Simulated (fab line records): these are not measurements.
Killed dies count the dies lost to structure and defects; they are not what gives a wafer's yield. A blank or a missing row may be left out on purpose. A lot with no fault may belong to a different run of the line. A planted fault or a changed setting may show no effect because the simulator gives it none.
Which tool was responsible? :: flow sky130 :: 15 lots with 45 wafers sampled at 2 steps, on a route of 708 steps

== WHAT THE GAUGES SHOWED, per wafer ==
SKY_VIA3_THK_MEAS_23: measures by xrf. Usual: VIA3_W_THK 390 nm, standard deviation 5.6.
lot: L497
measured: day 39 22:36
on: film metro-04
VIA3_W_THK (nm): 389 385 386
flag: 

lot: L500
measured: day 40 12:37
on: film metro-01
VIA3_W_THK (nm): 401 397 392
flag: 

lot: L501
measured: day 40 21:33
on: film metro-04
VIA3_W_THK (nm): 394 395 397
flag: 

lot: L503
measured: day 41 11:59
on: film metro-01
VIA3_W_THK (nm): 395 395 400
flag: 

lot: L505
measured: day 42 07:32
on: film metro-04
VIA3_W_THK (nm): 384 385 384
flag: 

lot: L507
measured: day 42 11:28
on: film metro-01
VIA3_W_THK (nm): 387 397 390
flag: 

lot: L508
measured: day 42 20:56
on: film metro-04
VIA3_W_THK (nm): 396 391 390
flag: 

lot: L509
measured: day 43 04:08
on: film metro-01
VIA3_W_THK (nm): 391 394 396
flag: 

lot: L510
measured: day 43 16:23
on: film metro-04
VIA3_W_THK (nm): 389 391 395
flag: 

lot: L511
measured: day 43 16:36
on: film metro-01
VIA3_W_THK (nm): 389 389 378
flag: 

lot: L514
measured: day 44 14:04
on: film metro-01
VIA3_W_THK (nm): 391 389 391
flag: 

lot: L515
measured: day 44 21:10
on: film metro-02
VIA3_W_THK (nm): 383 380 386
flag: 

lot: L518
measured: day 45 13:41
on: film metro-04
VIA3_W_THK (nm): 384 385 385
flag: 

lot: L519
measured: day 45 20:04
on: film metro-04
VIA3_W_THK (nm): 385 384 381
flag: 

lot: L520
measured: day 46 01:11
on: film metro-02
VIA3_W_THK (nm): 388 389 391
flag: 

== EACH LOT AND THE TOOL THAT RAN IT (in order: tool; ch and the chambers of the sampled wafers; start) ==
lot: L497
SKY_VIA3_ETCH_14: rie diel-04 ch 0,1,2, day 39 21:35

lot: L500
SKY_VIA3_ETCH_14: rie diel-02 ch 1,2, day 40 11:36

lot: L501
SKY_VIA3_ETCH_14: rie diel-03 ch 0,2,3, day 40 20:29

lot: L503
SKY_VIA3_ETCH_14: rie diel-02 ch 0,2,3, day 41 10:57

lot: L505
SKY_VIA3_ETCH_14: rie diel-03 ch 0,1,3, day 42 06:29

lot: L507
SKY_VIA3_ETCH_14: rie diel-03 ch 0,3, day 42 10:26

lot: L508
SKY_VIA3_ETCH_14: rie diel-02 ch 1,3, day 42 19:54

lot: L509
SKY_VIA3_ETCH_14: rie diel-02 ch 1,2,3, day 43 03:08

lot: L510
SKY_VIA3_ETCH_14: rie diel-02 ch 0,2,3, day 43 15:23

lot: L511
SKY_VIA3_ETCH_14: rie diel-03 ch 0,1,3, day 43 15:33

lot: L514
SKY_VIA3_ETCH_14: rie diel-04 ch 0,2,3, day 44 13:03

lot: L515
SKY_VIA3_ETCH_14: rie diel-04 ch 1,3, day 44 20:09

lot: L518
SKY_VIA3_ETCH_14: rie diel-03 ch 0,1,3, day 45 12:38

lot: L519
SKY_VIA3_ETCH_14: rie diel-04 ch 0,2, day 45 19:00

lot: L520
SKY_VIA3_ETCH_14: rie diel-03 ch 0,3, day 46 00:06
- SKY_VIA3_ETCH_14: etches BARC in N2/H2, stops on SiO2, time 45.9 s, target depth 60 nm.

== AS READ BY THE TOOLS THEMSELVES (means over the sampled wafers that have a number; for cases with no such wafer, the mark the record gives instead) ==
SKY_VIA3_ETCH_14. Usual: bias w 99.96 W, standard deviation 0.27; drypump motor current A 5.8 A, standard deviation 0.5; oes product au 0.855 a.u., standard deviation 0.0051; throttle valve pct 13.224 %, standard deviation 0.0084.
lot: L497
tool: rie diel-04
bias w (W): 100.24
drypump motor current A (A): 5.2
oes product au (a.u.): 0.851
throttle valve pct (%): 13.226
flag: 

lot: L500
tool: rie diel-02
bias w (W): 99.83
drypump motor current A (A): 5.9
oes product au (a.u.): 0.852
throttle valve pct (%): 13.236
flag: 

lot: L501
tool: rie diel-03
bias w (W): 99.80
drypump motor current A (A): 6.1
oes product au (a.u.): 0.855
throttle valve pct (%): 13.235
flag: 

lot: L503
tool: rie diel-02
bias w (W): 99.90
drypump motor current A (A): 5.9
oes product au (a.u.): 0.864
throttle valve pct (%): 13.226
flag: 

lot: L505
tool: rie diel-03
bias w (W): 99.68
drypump motor current A (A): 6.2
oes product au (a.u.): 0.850
throttle valve pct (%): 13.223
flag: 

lot: L507
tool: rie diel-03
bias w (W): 100.07
drypump motor current A (A): 6.0
oes product au (a.u.): 0.858
throttle valve pct (%): 13.220
flag: 

lot: L508
tool: rie diel-02
bias w (W): 100.07
drypump motor current A (A): 5.7
oes product au (a.u.): 0.860
throttle valve pct (%): 13.220
flag: 

lot: L509
tool: rie diel-02
bias w (W): 100.02
drypump motor current A (A): 5.9
oes product au (a.u.): 0.859
throttle valve pct (%): 13.226
flag: 

lot: L510
tool: rie diel-02
bias w (W): 100.09
drypump motor current A (A): 5.8
oes product au (a.u.): 0.852
throttle valve pct (%): 13.224
flag: 

lot: L511
tool: rie diel-03
bias w (W): 100.24
drypump motor current A (A): 6.2
oes product au (a.u.): 0.857
throttle valve pct (%): 13.231
flag: 

lot: L514
tool: rie diel-04
bias w (W): 99.86
drypump motor current A (A): 5.3
oes product au (a.u.): 0.855
throttle valve pct (%): 13.215
flag: 

lot: L515
tool: rie diel-04
bias w (W): 99.94
drypump motor current A (A): 5.4
oes product au (a.u.): 0.855
throttle valve pct (%): 13.217
flag: 

lot: L518
tool: rie diel-03
bias w (W): 99.93
drypump motor current A (A): 6.2
oes product au (a.u.): 0.855
throttle valve pct (%): 13.225
flag: 

lot: L519
tool: rie diel-04
bias w (W): 100.10
drypump motor current A (A): 5.1
oes product au (a.u.): 0.853
throttle valve pct (%): 13.223
flag: 

lot: L520
tool: rie diel-03
bias w (W): 99.80
drypump motor current A (A): 6.3
oes product au (a.u.): 0.858
throttle valve pct (%): 13.225
flag: 

== THE ANSWER, worked out from the rows above alone ==
Rule: a lot counts as off when the mean over its wafers that have a number is more than 3 standard deviations away from the usual mean. A lot without any number at a reading at which 4 lots or more have one is off too. Where the step has rows for the other lots, those lots are counted as sound. After the gauges, taken in route order, come the tools' own readings; for these a lot's mean is taken, as printed above. The first step at which some lot is off is used, and at that step the reading that is off furthest; a lot without a number counts as furthest.
No lot is off on any of the readings shown, so nothing can be concluded from this.

== WHAT THE SIMULATOR HAD PUT IN ==
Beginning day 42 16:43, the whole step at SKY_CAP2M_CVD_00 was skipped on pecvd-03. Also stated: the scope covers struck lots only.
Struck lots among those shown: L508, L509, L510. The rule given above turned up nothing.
